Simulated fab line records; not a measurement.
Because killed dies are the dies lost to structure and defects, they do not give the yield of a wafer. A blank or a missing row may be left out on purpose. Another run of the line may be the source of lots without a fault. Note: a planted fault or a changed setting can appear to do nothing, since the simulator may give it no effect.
Matching of chambers	flow sky130	SKY_VIA2_HDPCVD_00 on hdpcvd-02 has 3 sister chambers
The step deposits SiO2, target thk 1180 nm, time 196.7 s. 6 wafers are shown with their chamber, then 7 later ones without.

## EACH WAFER AND ITS CHAMBER
wafer	chamber	sih4 flow sccm (sccm)
L458.5	1	59.81
L463.2	0	59.64
L463.3	2	60.13
L463.6	0	59.90
L462.1	2	60.06
L462.2	1	60.17

## WAFERS WHOSE CHAMBER IS MISSING
wafer	sih4 flow sccm (sccm)
L462.5	59.78
L477.1	60.13
L477.3	59.94
L477.5	60.04
L478.2	60.11
L478.5	60.00
L478.6	60.24

## WHICH CHAMBER EACH WENT THROUGH
wafer	from the rows above	in truth
L462.5	can't be placed: 0 or 1 or 2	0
L477.1	can't be placed: 2 or 1 or 0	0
L477.3	can't be placed: 1 or 2 or 0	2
L477.5	can't be placed: 1 or 2 or 0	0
L478.2	can't be placed: 2 or 1 or 0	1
L478.5	can't be placed: 1 or 2 or 0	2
L478.6	can't be placed: 2 or 1 or 0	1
Correct placement for 0 of the 7. Cannot be placed on the basis of these rows: 7; the candidates contain the true chamber in 7. Placed wrongly: 0.
How it was worked out, from the rows above alone: a wafer's distance from a chamber is the root of the sum, over the readings, of the square of ((its reading less the chamber's mean) divided by the reading's scatter). The wafer belongs to the nearest chamber; if the next one is less than 2 further off, it can't be placed. The mean given for a chamber averages the wafers shown for that chamber. The scatter: the root of (the sum of the squares of (reading less its chamber's mean) over the shown wafers, divided by (wafers less chambers)).
